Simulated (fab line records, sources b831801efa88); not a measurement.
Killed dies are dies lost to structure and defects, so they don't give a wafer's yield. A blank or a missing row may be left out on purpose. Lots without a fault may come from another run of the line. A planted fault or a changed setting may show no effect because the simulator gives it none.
fab line records | flow sky130
record lots=5 wafers=15 last_day=50
route steps=708 shown VT_ADJUST_LVTN@99 VT_ADJUST_NCORE@119
lots that met no fault: from a run of the same line without faults
start_h: hours from the record's first day to the start of the lot's first wafer shown | wait_h: hours since the lot's step before | " the same as in the row above | L1.1+2: a row that stands for several wafers | - no value, or no start given | * or withheld: withheld | < > ~ a bound
route shown NAME@n: a module of which the file shows steps, and the number in the route of the first | usual: mean/standard deviation of fault-free wafers | same: alike in all rows | chamber/n: place in a boat | sites: the reading at each site | _std_site: their standard deviation | _edge_site: outer sites' mean less inner sites' | radius_mm: how far each site lies from the wafer's centre | mask NAME#n: copy n | behind: the tool/chamber that last shaped the wafer | hold: why the lot was held/for how many hours/how that ended | device: the transistor (n, p or np) that didn't switch | end of line: the same wafers' tests at the end of the route | a step without rows: its recipe alone | killed: dies lost to structure and defects at the first sort, not the wafer's yield | map: a wafer's dies, x killed, . not, _ none there
set.NAME: the setting as run; set.NAME@STEP: as run at that earlier step | model.NAME: the simulator's own value behind a step, which no gauge read
lots at some steps of the route; a table a step, a row a wafer
services: from which hour (start_h, from the record's first day; less than 0 if before it) a tool's chamber was out of use, for how many hours, and why
## steps
# step SKY_VT_ADJUST_LVTN_COAT_02
# recipe spin_rpm=2000 resist_thk_nm=3000
# usual resist_line_temp_C=22.97/0.091
# columns lot.wafer tool chamber start_h wait_h resist_line_temp_C
L075.2 litho_track-04 0 136.04 0.1 22.87
L075.3 " 0 " " 22.93
L075.6 " 0 " " 23.02
L077.2 litho_track-04 0 153.34 0.1 23.10
L077.3 " 0 " " 23.01
L077.6 " 0 " " 23.16
L093.1 litho_track-01 0 258.45 0.1 23.05
L093.4 " 0 " " 22.95
L093.6 " 0 " " 22.99
L096.2 litho_track-04 0 274.49 0.1 23.04
L096.4 " 0 " " 22.93
L096.5 " 0 " " 22.97
L097.3 litho_track-01 0 282.35 0.1 22.95
L097.5 " 0 " " 22.98
L097.6 " 0 " " 22.84
# step SKY_VT_ADJUST_LVTN_SOFTBAKE_03
# recipe temp_c=110 time_s=withheld
# usual heater_power_total_W=65.32/0.13 resist_line_temp_C=23.01/0.11
# columns lot.wafer tool chamber start_h wait_h heater_power_total_W resist_line_temp_C
L075.2 litho_track-04 0 136.19 0.1 65.46 22.91
L075.3 " 0 " " 65.25 23.13
L075.6 " 0 " " 65.35 23.11
L077.2 litho_track-04 0 153.49 0.1 65.13 22.89
L077.3 " 0 " " 65.34 22.92
L077.6 " 0 " " 65.20 22.92
L093.1 litho_track-01 0 258.60 0.1 65.52 23.11
L093.4 " 0 " " 65.57 23.17
L093.6 " 0 " " 65.13 23.16
L096.2 litho_track-04 0 274.64 0.1 65.28 22.93
L096.4 " 0 " " 65.40 23.28
L096.5 " 0 " " 65.12 23.18
L097.3 litho_track-01 0 282.51 0.1 65.23 23.01
L097.5 " 0 " " 65.45 23.00
L097.6 " 0 " " 65.58 23.15
# step SKY_VT_ADJUST_LVTN_EXPOSE_04
# recipe mask_id=NWM_COMPLEMENT_LESS_NATIVE na=0.6 source_shape=conventional sigma_outer=0.6 polarization=unpolarized target_cd_nm=840 dose_mj=194
# usual reticle_temp_C=23.00/0.11
# columns lot.wafer tool chamber start_h wait_h mask reticle_temp_C
L075.2 iline_stepper-01 0 - - NWM_COMPLEMENT_LESS_NATIVE#0 23.03
L075.3 " 0 " " NWM_COMPLEMENT_LESS_NATIVE#0 23.09
L075.6 " 0 " " NWM_COMPLEMENT_LESS_NATIVE#0 22.94
L077.2 iline_stepper-02 0 - - NWM_COMPLEMENT_LESS_NATIVE#0 23.09
L077.3 " 0 " " NWM_COMPLEMENT_LESS_NATIVE#0 23.27
L077.6 " 0 " " NWM_COMPLEMENT_LESS_NATIVE#0 23.02
L093.1 iline_stepper-01 0 - - NWM_COMPLEMENT_LESS_NATIVE#0 22.89
L093.4 " 0 " " NWM_COMPLEMENT_LESS_NATIVE#0 23.17
L093.6 " 0 " " NWM_COMPLEMENT_LESS_NATIVE#0 23.02
L096.2 iline_stepper-02 0 - - NWM_COMPLEMENT_LESS_NATIVE#0 22.90
L096.4 " 0 " " NWM_COMPLEMENT_LESS_NATIVE#0 22.96
L096.5 " 0 " " NWM_COMPLEMENT_LESS_NATIVE#0 22.90
L097.3 iline_stepper-01 0 - - NWM_COMPLEMENT_LESS_NATIVE#0 22.90
L097.5 " 0 " " NWM_COMPLEMENT_LESS_NATIVE#0 22.90
L097.6 " 0 " " NWM_COMPLEMENT_LESS_NATIVE#0 22.93
# step SKY_VT_ADJUST_LVTN_PEB_05
# recipe temp_c=115 time_s=withheld
# usual heater_power_total_W=69.33/0.13 resist_line_temp_C=23.02/0.11
# columns lot.wafer tool chamber start_h wait_h heater_power_total_W resist_line_temp_C
L075.2 litho_track-01 0 - - 69.27 22.97
L075.3 " 0 " " 69.25 23.13
L075.6 " 0 " " 69.52 23.11
L077.2 litho_track-01 0 - - 69.20 23.13
L077.3 " 0 " " 69.15 23.12
L077.6 " 0 " " 69.42 23.09
L093.1 litho_track-04 0 - - 69.30 23.07
L093.4 " 0 " " 69.14 23.12
L093.6 " 0 " " 69.37 23.08
L096.2 litho_track-01 0 - - 69.21 23.11
L096.4 " 0 " " 69.37 23.15
L096.5 " 0 " " 69.35 23.06
L097.3 litho_track-03 0 - - 69.20 23.00
L097.5 " 0 " " 69.49 22.82
L097.6 " 0 " " 69.39 22.87
# step SKY_VT_ADJUST_LVTN_DEVELOP_06
# recipe wall_angle_deg=90 developer=TMAH develop_time_s=60 dev_temp_c=23
# usual resist_line_temp_C=22.99/0.095
# columns lot.wafer tool chamber start_h wait_h resist_line_temp_C
L075.2 litho_track-01 0 - - 22.96
L075.3 " 0 " " 23.05
L075.6 " 0 " " 23.07
L077.2 litho_track-01 0 - - 22.98
L077.3 " 0 " " 23.01
L077.6 " 0 " " 22.89
L093.1 litho_track-04 0 - - 22.96
L093.4 " 0 " " 22.99
L093.6 " 0 " " 23.04
L096.2 litho_track-01 0 - - 23.11
L096.4 " 0 " " 22.99
L096.5 " 0 " " 23.07
L097.3 litho_track-03 0 - - 22.94
L097.5 " 0 " " 23.00
L097.6 " 0 " " 22.88
# step SKY_VT_ADJUST_LVTN_OVL_MEAS_07
# usual VT_ADJUST_LVTN_OVL=1.2/1.3
# columns lot.wafer tool chamber start_h wait_h VT_ADJUST_LVTN_OVL[nm]
L075.2 overlay-01 - 145.05 - 1.6
L075.3 " - " " 1.5
L075.6 " - " " 1.3
L077.2 overlay-02 - 163.30 - 1.0
L077.3 " - " " 2.9
L077.6 " - " " 1.2
L093.1 overlay-02 - 271.11 - 1.2
L093.4 " - " " -0.2
L093.6 " - " " 2.0
L096.2 overlay-02 - 286.50 - 1.3
L096.4 " - " " 1.4
L096.5 " - " " 1.3
L097.3 overlay-01 - 295.35 - 0.0
L097.5 " - " " 1.0
L097.6 " - " " 0.2
# step SKY_VT_ADJUST_LVTN_IMPLANT_08
# recipe species=B energy_kev=30 dose_cm2=1.57e+12 tilt_deg=withheld
# columns lot.wafer tool chamber start_h wait_h
L075.2+3+6 implanter-03 0 145.11 0.0
L077.2+3+6 implanter-02 0 163.36 0.0
L093.1+4+6 implanter-04 0 271.15 0.0
L096.2+4+5 implanter-03 0 286.56 0.0
L097.3+5+6 implanter-04 0 295.42 0.1
# step SKY_VT_ADJUST_LVTN_STRIP_09
# recipe chemistry=O2/N2 power_w=1400 pressure_mtorr=1500 platen_temp_c=withheld o2_flow_sccm=3000 n2_flow_sccm=300 overash_fraction=0.5
# usual drypump_motor_current_A=5.6/0.44 oes_product_au=0.722/0.0043 strip_time_to_endpoint_s=36.95/0.13
# columns lot.wafer tool chamber start_h wait_h drypump_motor_current_A oes_product_au rf_hours_counter_h strip_time_to_endpoint_s
L075.2 plasma_asher-04 0 145.23 0.1 5.1 0.726 50 36.93
L075.3 " 1 " " 5.7 0.725 - 36.79
L075.6 " 0 " " 5.1 0.726 - 36.78
L077.2 plasma_asher-01 0 163.48 0.1 5.8 0.726 5 37.00
L077.3 " 0 " " 5.8 0.718 - 36.85
L077.6 " 1 " " 5.5 0.728 - 37.00
L093.1 plasma_asher-03 1 271.30 0.1 5.0 0.722 54 37.17
L093.4 " 1 " " 5.0 0.720 - 37.13
L093.6 " 0 " " 6.5 0.718 - 37.06
L096.2 plasma_asher-01 0 286.68 0.1 5.8 0.717 17 37.01
L096.4 " 1 " " 5.5 0.717 - 36.99
L096.5 " 1 " " 5.5 0.724 - 37.09
L097.3 plasma_asher-01 0 295.55 0.1 5.8 0.720 - 37.15
L097.5 " 1 " " 5.5 0.720 - 37.00
L097.6 " 0 " " 5.8 0.724 - 37.18
# step SKY_VT_ADJUST_LVTN_TW_MEAS_10
# usual VT_ADJUST_LVTN_TW=242/4.3
# columns lot.wafer tool chamber start_h wait_h VT_ADJUST_LVTN_TW
L075.2 film_metro-04 - 145.34 0.1 237
L075.3 " - " " 238
L075.6 " - " " 238
L077.2 film_metro-03 - 163.59 0.1 244
L077.3 " - " " 244
L077.6 " - " " 244
L093.1 film_metro-01 - 271.40 0.1 247
L093.4 " - " " 248
L093.6 " - " " 248
L096.2 film_metro-01 - 286.79 0.1 246
L096.4 " - " " 247
L096.5 " - " " 246
L097.3 film_metro-04 - 295.64 0.1 239
L097.5 " - " " 239
L097.6 " - " " 239
# step SKY_VT_ADJUST_LVTN_DEHYDRATE_11
# recipe temp_c=200 time_s=60
# usual heater_power_total_W=160.37/0.12 resist_line_temp_C=23.02/0.12
# columns lot.wafer tool chamber start_h wait_h heater_power_total_W resist_line_temp_C
L075.2 litho_track-04 0 154.94 9.6 160.15 22.93
L075.3 " 0 " " 160.17 22.91
L075.6 " 0 " " 160.54 22.89
L077.2 litho_track-01 0 173.42 9.8 160.35 23.01
L077.3 " 0 " " 160.10 23.09
L077.6 " 0 " " 160.27 23.04
L093.1 litho_track-03 0 283.03 11.6 160.43 23.03
L093.4 " 0 " " 160.25 22.98
L093.6 " 0 " " 160.40 23.13
L096.2 litho_track-03 0 299.46 12.7 160.30 22.88
L096.4 " 0 " " 160.43 22.96
L096.5 " 0 " " 160.56 22.78
L097.3 litho_track-03 0 307.83 12.2 160.42 23.07
L097.5 " 0 " " 160.40 22.95
L097.6 " 0 " " 160.32 23.19
# step SKY_VT_ADJUST_LVTN_HMDS_12
# recipe prime_time_s=60 prime_temp_c=120
# usual resist_line_temp_C=22.99/0.1
# columns lot.wafer tool chamber start_h wait_h resist_line_temp_C
L075.2 litho_track-04 0 155.09 0.1 22.99
L075.3 " 0 " " 22.90
L075.6 " 0 " " 23.15
L077.2 litho_track-01 0 173.57 0.1 22.94
L077.3 " 0 " " 23.19
L077.6 " 0 " " 23.06
L093.1 litho_track-03 0 283.18 0.1 23.14
L093.4 " 0 " " 23.02
L093.6 " 0 " " 22.93
L096.2 litho_track-03 0 299.61 0.1 23.14
L096.4 " 0 " " 23.08
L096.5 " 0 " " 23.09
L097.3 litho_track-03 0 307.98 0.1 23.04
L097.5 " 0 " " 22.91
L097.6 " 0 " " 22.97
# step SKY_VT_ADJUST_LVTN_COAT_13
# recipe resist=NOVOLAK spin_rpm=3000 resist_thk_nm=1140
# usual resist_line_temp_C=22.99/0.11
# columns lot.wafer tool chamber start_h wait_h resist_line_temp_C
L075.2 litho_track-04 0 155.24 0.1 22.73
L075.3 " 0 " " 22.75
L075.6 " 0 " " 22.96
L077.2 litho_track-01 0 173.72 0.1 22.92
L077.3 " 0 " " 22.80
L077.6 " 0 " " 22.89
L093.1 litho_track-03 0 283.33 0.1 23.05
L093.4 " 0 " " 23.10
L093.6 " 0 " " 23.19
L096.2 litho_track-03 0 299.76 0.1 22.95
L096.4 " 0 " " 22.92
L096.5 " 0 " " 22.99
L097.3 litho_track-03 0 308.13 0.1 23.01
L097.5 " 0 " " 22.93
L097.6 " 0 " " 23.05
# step SKY_VT_ADJUST_LVTN_SOFTBAKE_14
# recipe temp_c=90 time_s=60 resist=NOVOLAK
# usual heater_power_total_W=56.59/0.045 resist_line_temp_C=22.99/0.11
# columns lot.wafer tool chamber start_h wait_h heater_power_total_W resist_line_temp_C
L075.2 litho_track-04 0 155.39 0.1 56.56 23.10
L075.3 " 0 " " 56.59 22.97
L075.6 " 0 " " 56.56 23.07
L077.2 litho_track-01 0 173.87 0.1 56.60 22.94
L077.3 " 0 " " 56.53 22.91
L077.6 " 0 " " 56.64 23.03
L093.1 litho_track-03 0 283.48 0.1 56.68 22.93
L093.4 " 0 " " 56.59 22.90
L093.6 " 0 " " 56.55 22.97
L096.2 litho_track-03 0 299.91 0.1 56.57 22.99
L096.4 " 0 " " 56.58 23.00
L096.5 " 0 " " 56.60 23.04
L097.3 litho_track-03 0 308.28 0.1 56.56 22.94
L097.5 " 0 " " 56.53 22.90
L097.6 " 0 " " 56.58 22.78
# step SKY_VT_ADJUST_LVTN_EXPOSE_15
# recipe mask_id=HVN_STD_DERIVED na=0.6 source_shape=conventional sigma_outer=0.6 polarization=unpolarized target_cd_nm=600 dose_mj=163
# usual reticle_temp_C=23.02/0.097
# columns lot.wafer tool chamber start_h wait_h mask reticle_temp_C
L075.2 iline_stepper-01 0 - - HVN_STD_DERIVED#0 22.86
L075.3 " 0 " " HVN_STD_DERIVED#0 22.91
L075.6 " 0 " " HVN_STD_DERIVED#0 22.92
L077.2 iline_stepper-01 0 - - HVN_STD_DERIVED#0 22.89
L077.3 " 0 " " HVN_STD_DERIVED#0 22.98
L077.6 " 0 " " HVN_STD_DERIVED#0 23.01
L093.1 iline_stepper-02 0 - - HVN_STD_DERIVED#0 23.10
L093.4 " 0 " " HVN_STD_DERIVED#0 23.26
L093.6 " 0 " " HVN_STD_DERIVED#0 23.02
L096.2 iline_stepper-01 0 - - HVN_STD_DERIVED#0 22.79
L096.4 " 0 " " HVN_STD_DERIVED#0 23.11
L096.5 " 0 " " HVN_STD_DERIVED#0 23.02
L097.3 iline_stepper-01 0 - - HVN_STD_DERIVED#0 23.03
L097.5 " 0 " " HVN_STD_DERIVED#0 23.13
L097.6 " 0 " " HVN_STD_DERIVED#0 22.98
# step SKY_VT_ADJUST_LVTN_PEB_16
# recipe temp_c=withheld time_s=* resist=NOVOLAK
# usual resist_line_temp_C=*
# columns lot.wafer tool chamber start_h wait_h resist_line_temp_C
L075.2 litho_track-04 0 - - *
L075.3 " 0 " " *
L075.6 " 0 " " *
L077.2 litho_track-04 0 - - *
L077.3 " 0 " " *
L077.6 " 0 " " *
L093.1 litho_track-03 0 - - *
L093.4 " 0 " " *
L093.6 " 0 " " *
L096.2 litho_track-01 0 - - *
L096.4 " 0 " " *
L096.5 " 0 " " *
L097.3 litho_track-04 0 - - *
L097.5 " 0 " " *
L097.6 " 0 " " *
# step SKY_VT_ADJUST_LVTN_DEVELOP_17
# recipe resist=NOVOLAK developer=TMAH develop_time_s=60 dev_temp_c=23
# usual resist_line_temp_C=23.03/0.11
# columns lot.wafer tool chamber start_h wait_h resist_line_temp_C
L075.2 litho_track-04 0 164.89 0.1 23.15
L075.3 " 0 " " 22.89
L075.6 " 0 " " 23.01
L077.2 litho_track-04 0 183.44 0.1 23.06
L077.3 " 0 " " 23.05
L077.6 " 0 " " 23.21
L093.1 litho_track-03 0 295.83 0.1 22.98
L093.4 " 0 " " 22.91
L093.6 " 0 " " 23.01
L096.2 litho_track-01 0 312.07 0.1 22.74
L096.4 " 0 " " 22.90
L096.5 " 0 " " 23.07
L097.3 litho_track-04 0 320.61 0.1 23.02
L097.5 " 0 " " 23.01
L097.6 " 0 " " 23.06
# step SKY_VT_ADJUST_LVTN_OVL_MEAS_18
# usual VT_ADJUST_LVTN_01_OVL=-0.5/1.2
# columns lot.wafer tool chamber start_h wait_h VT_ADJUST_LVTN_01_OVL[nm]
L075.2 overlay-01 - 165.02 0.1 -1.1
L075.3 " - " " -0.7
L075.6 " - " " 1.2
L077.2 overlay-02 - 183.57 0.1 -1.6
L077.3 " - " " 0.1
L077.6 " - " " 0.1
L093.1 overlay-02 - 295.98 0.1 0.0
L093.4 " - " " -0.1
L093.6 " - " " -0.3
L096.2 overlay-01 - 312.20 0.1 0.1
L096.4 " - " " 2.0
L096.5 " - " " 0.9
L097.3 overlay-01 - 320.72 0.1 -1.3
L097.5 " - " " -1.3
L097.6 " - " " -1.7
# step SKY_VT_ADJUST_LVTN_IMPLANT_19
# recipe species=B energy_kev=30 dose_cm2=6.5e+11 tilt_deg=withheld
# columns lot.wafer tool chamber start_h wait_h
L075.2+3+6 implanter-02 0 165.07 0.0
L077.2+3+6 implanter-02 0 183.62 0.0
L093.1+4+6 implanter-02 0 296.02 0.0
L096.2+4+5 implanter-03 0 312.26 0.0
L097.3+5+6 implanter-02 0 320.80 0.1
# step SKY_VT_ADJUST_LVTN_STRIP_20
# recipe chemistry=O2/N2 power_w=1400 pressure_mtorr=1500 platen_temp_c=withheld o2_flow_sccm=3000 n2_flow_sccm=300 overash_fraction=0.5
# usual drypump_motor_current_A=5.7/0.56 oes_product_au=0.716/0.0045 strip_time_to_endpoint_s=14.20/0.044
# columns lot.wafer tool chamber start_h wait_h drypump_motor_current_A oes_product_au rf_hours_counter_h strip_time_to_endpoint_s
L075.2 plasma_asher-01 0 165.20 0.1 5.8 0.718 5 14.15
L075.3 " 1 " " 5.5 0.718 - 14.17
L075.6 " 0 " " 5.8 0.711 - 14.16
L077.2 plasma_asher-04 0 183.75 0.1 5.1 0.715 53 14.21
L077.3 " 1 " " 5.7 0.711 - 14.22
L077.6 " 1 " " 5.8 0.722 - 14.18
L093.1 plasma_asher-01 1 296.17 0.1 5.5 0.715 19 14.10
L093.4 " 0 " " 5.8 0.710 - 14.20
L093.6 " 1 " " 5.5 0.709 - 14.15
L096.2 plasma_asher-03 0 312.38 0.1 6.5 0.716 60 14.23
L096.4 " 0 " " 6.5 0.713 - 14.23
L096.5 " 0 " " 6.5 0.709 - 14.25
L097.3 plasma_asher-03 0 320.93 0.1 6.5 0.714 - 14.14
L097.5 " 1 " " 5.0 0.705 - 14.18
L097.6 " 0 " " 6.5 0.723 - 14.13
# step SKY_VT_ADJUST_LVTN_TW_MEAS_21
# usual VT_ADJUST_LVTN_2_TW=188.7/2.8
# columns lot.wafer tool chamber start_h wait_h VT_ADJUST_LVTN_2_TW
L075.2 film_metro-04 - 165.31 0.1 185.1
L075.3 " - " " 184.1
L075.6 " - " " 185.4
L077.2 film_metro-03 - 183.86 0.1 189.5
L077.3 " - " " 190.6
L077.6 " - " " 189.1
L093.1 film_metro-03 - 296.27 0.1 187.8
L093.4 " - " " 188.7
L093.6 " - " " 188.8
L096.2 film_metro-03 - 312.49 0.1 188.1
L096.4 " - " " 188.9
L096.5 " - " " 188.1
L097.3 film_metro-04 - 321.02 0.1 184.7
L097.5 " - " " 183.7
L097.6 " - " " 184.7
# step SKY_VT_ADJUST_NCORE_DEHYDRATE_00
# recipe temp_c=200 time_s=60
# usual heater_power_total_W=160.38/0.13 resist_line_temp_C=22.97/0.098
# columns lot.wafer tool chamber start_h wait_h heater_power_total_W resist_line_temp_C
L075.2 litho_track-01 0 175.32 10.0 160.46 23.00
L075.3 " 0 " " 160.30 23.07
L075.6 " 0 " " 160.51 23.00
L077.2 litho_track-04 0 193.39 9.5 160.53 23.16
L077.3 " 0 " " 160.65 22.98
L077.6 " 0 " " 160.61 23.13
L093.1 litho_track-04 0 308.71 12.4 160.63 22.82
L093.4 " 0 " " 160.22 22.88
L093.6 " 0 " " 160.35 23.04
L096.2 litho_track-04 0 325.24 12.7 160.38 23.09
L096.4 " 0 " " 160.53 22.92
L096.5 " 0 " " 160.52 23.04
L097.3 litho_track-01 0 334.45 13.4 160.25 23.03
L097.5 " 0 " " 160.26 22.89
L097.6 " 0 " " 160.21 22.78
# step SKY_VT_ADJUST_NCORE_HMDS_01
# recipe prime_time_s=60 prime_temp_c=120
# usual resist_line_temp_C=23.00/0.11
# columns lot.wafer tool chamber start_h wait_h resist_line_temp_C
L075.2 litho_track-01 0 175.47 0.1 22.96
L075.3 " 0 " " 23.08
L075.6 " 0 " " 22.87
L077.2 litho_track-04 0 193.54 0.1 23.18
L077.3 " 0 " " 23.06
L077.6 " 0 " " 23.24
L093.1 litho_track-04 0 308.86 0.1 22.90
L093.4 " 0 " " 22.97
L093.6 " 0 " " 22.95
L096.2 litho_track-04 0 325.39 0.1 23.09
L096.4 " 0 " " 23.12
L096.5 " 0 " " 23.05
L097.3 litho_track-01 0 334.60 0.1 23.02
L097.5 " 0 " " 23.05
L097.6 " 0 " " 23.03
# step SKY_VT_ADJUST_NCORE_COAT_02
# recipe resist=NOVOLAK spin_rpm=3000 resist_thk_nm=1140
# usual resist_line_temp_C=23.01/0.1
# columns lot.wafer tool chamber start_h wait_h resist_line_temp_C
L075.2 litho_track-01 0 175.62 0.1 22.99
L075.3 " 0 " " 23.13
L075.6 " 0 " " 23.04
L077.2 litho_track-04 0 193.69 0.1 23.16
L077.3 " 0 " " 23.04
L077.6 " 0 " " 23.09
L093.1 litho_track-04 0 309.01 0.1 23.08
L093.4 " 0 " " 23.08
L093.6 " 0 " " 22.95
L096.2 litho_track-04 0 325.54 0.1 22.85
L096.4 " 0 " " 22.90
L096.5 " 0 " " 23.01
L097.3 litho_track-01 0 334.75 0.1 23.11
L097.5 " 0 " " 23.03
L097.6 " 0 " " 23.22
# step SKY_VT_ADJUST_NCORE_SOFTBAKE_03
# recipe temp_c=90 time_s=60 resist=NOVOLAK
# usual heater_power_total_W=56.60/0.041 resist_line_temp_C=22.99/0.099
# columns lot.wafer tool chamber start_h wait_h heater_power_total_W resist_line_temp_C
L075.2 litho_track-01 0 175.77 0.1 56.55 22.90
L075.3 " 0 " " 56.59 22.92
L075.6 " 0 " " 56.59 22.87
L077.2 litho_track-04 0 193.84 0.1 56.59 22.87
L077.3 " 0 " " 56.58 22.83
L077.6 " 0 " " 56.61 22.89
L093.1 litho_track-04 0 309.16 0.1 56.60 22.97
L093.4 " 0 " " 56.64 22.94
L093.6 " 0 " " 56.65 23.02
L096.2 litho_track-04 0 325.69 0.1 56.62 23.01
L096.4 " 0 " " 56.59 23.12
L096.5 " 0 " " 56.59 23.01
L097.3 litho_track-01 0 334.90 0.1 56.54 23.01
L097.5 " 0 " " 56.64 23.02
L097.6 " 0 " " 56.58 23.19
# step SKY_VT_ADJUST_NCORE_EXPOSE_04
# recipe mask_id=LVTN_COMPLEMENT_THIN na=0.6 source_shape=conventional sigma_outer=0.6 polarization=unpolarized target_cd_nm=380 dose_mj=139
# usual reticle_temp_C=23.00/0.11
# columns lot.wafer tool chamber start_h wait_h mask reticle_temp_C
L075.2 iline_stepper-02 0 - - LVTN_COMPLEMENT_THIN#0 22.85
L075.3 " 0 " " LVTN_COMPLEMENT_THIN#0 22.78
L075.6 " 0 " " LVTN_COMPLEMENT_THIN#0 22.91
L077.2 iline_stepper-01 0 - - LVTN_COMPLEMENT_THIN#0 23.06
L077.3 " 0 " " LVTN_COMPLEMENT_THIN#0 23.04
L077.6 " 0 " " LVTN_COMPLEMENT_THIN#0 22.78
L093.1 iline_stepper-02 0 - - LVTN_COMPLEMENT_THIN#0 23.02
L093.4 " 0 " " LVTN_COMPLEMENT_THIN#0 23.04
L093.6 " 0 " " LVTN_COMPLEMENT_THIN#0 22.98
L096.2 iline_stepper-02 0 - - LVTN_COMPLEMENT_THIN#0 22.91
L096.4 " 0 " " LVTN_COMPLEMENT_THIN#0 22.97
L096.5 " 0 " " LVTN_COMPLEMENT_THIN#0 23.04
L097.3 iline_stepper-02 0 - - LVTN_COMPLEMENT_THIN#0 22.89
L097.5 " 0 " " LVTN_COMPLEMENT_THIN#0 23.08
L097.6 " 0 " " LVTN_COMPLEMENT_THIN#0 22.93
# step SKY_VT_ADJUST_NCORE_PEB_05
# recipe temp_c=withheld time_s=* resist=NOVOLAK
# usual resist_line_temp_C=*
# columns lot.wafer tool chamber start_h wait_h resist_line_temp_C
L075.2 litho_track-02 0 - - *
L075.3 " 0 " " *
L075.6 " 0 " " *
L077.2 litho_track-01 0 - - *
L077.3 " 0 " " *
L077.6 " 0 " " *
L093.1 litho_track-04 0 - - *
L093.4 " 0 " " *
L093.6 " 0 " " *
L096.2 litho_track-01 0 - - *
L096.4 " 0 " " *
L096.5 " 0 " " *
L097.3 litho_track-04 0 - - *
L097.5 " 0 " " *
L097.6 " 0 " " *
# step SKY_VT_ADJUST_NCORE_DEVELOP_06
# recipe resist=NOVOLAK developer=TMAH develop_time_s=60 dev_temp_c=23
# usual resist_line_temp_C=22.98/0.11
# columns lot.wafer tool chamber start_h wait_h resist_line_temp_C
L075.2 litho_track-02 0 185.31 0.1 23.05
L075.3 " 0 " " 23.19
L075.6 " 0 " " 23.03
L077.2 litho_track-01 0 204.27 0.1 22.98
L077.3 " 0 " " 23.03
L077.6 " 0 " " 23.10
L093.1 litho_track-04 0 321.21 0.1 22.90
L093.4 " 0 " " 22.98
L093.6 " 0 " " 22.96
L096.2 litho_track-01 0 339.22 0.1 23.05
L096.4 " 0 " " 22.99
L096.5 " 0 " " 23.16
L097.3 litho_track-04 0 346.61 0.1 23.15
L097.5 " 0 " " 22.96
L097.6 " 0 " " 23.17
# step SKY_VT_ADJUST_NCORE_CD_MEAS_07
# recipe target_cd_nm=380
# usual cd_nm=379.4/2.8
# columns lot.wafer tool chamber start_h wait_h cd_nm
L075.2 cd_sem-01 - 185.46 0.1 377.0
L075.3 " - " " 379.3
L075.6 " - " " 381.0
L077.2 cd_sem-02 - 204.42 0.1 382.8
L077.3 " - " " 379.6
L077.6 " - " " 381.2
L093.1 cd_sem-02 - 321.36 0.1 378.8
L093.4 " - " " 378.0
L093.6 " - " " 379.4
L096.2 cd_sem-01 - 339.37 0.1 378.5
L096.4 " - " " 375.6
L096.5 " - " " 378.6
L097.3 cd_sem-01 - 346.75 0.1 378.5
L097.5 " - " " 380.4
L097.6 " - " " 380.2
# step SKY_VT_ADJUST_NCORE_OVL_MEAS_08
# usual VT_ADJUST_NCORE_OVL=-0.2/1.3
# columns lot.wafer tool chamber start_h wait_h VT_ADJUST_NCORE_OVL[nm]
L075.2 overlay-01 - 185.56 0.1 -1.3
L075.3 " - " " -1.4
L075.6 " - " " 1.9
L077.2 overlay-01 - 204.52 0.1 -0.2
L077.3 " - " " 2.0
L077.6 " - " " -0.3
L093.1 overlay-02 - 321.48 0.1 -0.7
L093.4 " - " " -1.3
L093.6 " - " " -2.8
L096.2 overlay-01 - 339.47 0.1 2.9
L096.4 " - " " 1.2
L096.5 " - " " 1.5
L097.3 overlay-01 - 346.84 0.1 0.1
L097.5 " - " " 0.9
L097.6 " - " " 0.1
# step SKY_VT_ADJUST_NCORE_IMPLANT_09
# recipe species=B energy_kev=10 dose_cm2=2.4e+12 tilt_deg=withheld
# columns lot.wafer tool chamber start_h wait_h
L075.2+3+6 implanter-02 0 185.62 0.0
L077.2+3+6 implanter-02 0 204.58 0.0
L093.1+4+6 implanter-01 0 321.52 0.0
L096.2+4+5 implanter-02 0 339.53 0.0
L097.3+5+6 implanter-04 0 346.92 0.1
# step SKY_VT_ADJUST_NCORE_STRIP_10
# recipe chemistry=O2/N2 power_w=1400 pressure_mtorr=1500 platen_temp_c=withheld o2_flow_sccm=3000 n2_flow_sccm=300 overash_fraction=0.5
# usual drypump_motor_current_A=5.6/0.42 oes_product_au=0.716/0.005 strip_time_to_endpoint_s=14.22/0.037
# columns lot.wafer tool chamber start_h wait_h drypump_motor_current_A oes_product_au rf_hours_counter_h strip_time_to_endpoint_s
L075.2 plasma_asher-01 1 185.74 0.1 5.5 0.712 7 14.18
L075.3 " 1 " " 5.5 0.716 - 14.17
L075.6 " 1 " " 5.6 0.718 - 14.21
L077.2 plasma_asher-03 1 204.70 0.1 5.0 0.714 48 14.24
L077.3 " 0 " " 6.5 0.712 - 14.24
L077.6 " 0 " " 6.5 0.717 - 14.16
L093.1 plasma_asher-02 0 321.67 0.1 5.7 0.714 51 14.17
L093.4 " 0 " " 5.7 0.719 - 14.21
L093.6 " 0 " " 5.7 0.711 - 14.20
L096.2 plasma_asher-02 1 339.65 0.1 5.5 0.713 53 14.13
L096.4 " 1 " " 5.4 0.720 - 14.12
L096.5 " 1 " " 5.4 0.714 - 14.16
L097.3 plasma_asher-02 0 347.05 0.1 5.7 0.718 - 14.17
L097.5 " 0 " " 5.7 0.715 - 14.20
L097.6 " 1 " " 5.5 0.717 - 14.19
# step SKY_VT_ADJUST_NCORE_TW_MEAS_11
# usual VT_ADJUST_NCORE_TW=221.0/2.5
# columns lot.wafer tool chamber start_h wait_h VT_ADJUST_NCORE_TW
L075.2 film_metro-01 - 185.85 0.1 225.5
L075.3 " - " " 225.5
L075.6 " - " " 225.1
L077.2 film_metro-03 - 204.81 0.1 219.7
L077.3 " - " " 219.6
L077.6 " - " " 219.3
L093.1 film_metro-02 - 321.77 0.1 218.9
L093.4 " - " " 219.5
L093.6 " - " " 218.3
L096.2 film_metro-01 - 339.76 0.1 222.0
L096.4 " - " " 221.9
L096.5 " - " " 222.1
L097.3 film_metro-03 - 347.14 0.1 220.1
L097.5 " - " " 218.8
L097.6 " - " " 220.2
## services
# columns tool chamber start_h hours kind
iline_stepper-02 - 116.97 11.8 repair
implanter-04 - 118.54 2.7 repair
plasma_asher-02 - 120.56 6.3 repair
plasma_asher-03 - 126.28 1.9 repair
plasma_asher-01 - 135.47 1.9 repair
iline_stepper-01 - 141.27 1.7 pm
plasma_asher-03 - 141.47 4.1 repair
implanter-03 - 162.64 2.6 pm
implanter-02 - 172.95 4.2 pm
plasma_asher-04 - 179.45 3.2 repair
implanter-02 - 186.32 1.0 repair
plasma_asher-04 - 188.82 1.0 repair
implanter-04 - 206.77 2.3 repair
iline_stepper-02 - 223.43 1.6 repair
implanter-03 - 225.53 1.6 repair
iline_stepper-02 - 229.01 11.9 repair
plasma_asher-03 - 248.73 0.6 repair
implanter-03 - 249.92 2.0 repair
iline_stepper-02 - 256.77 1.7 pm
implanter-04 - 260.66 1.9 repair
implanter-03 - 297.88 1.4 repair
implanter-04 - 325.01 3.4 repair
iline_stepper-01 - 325.59 6.8 repair
iline_stepper-01 - 342.19 4.1 repair
## key
fault none
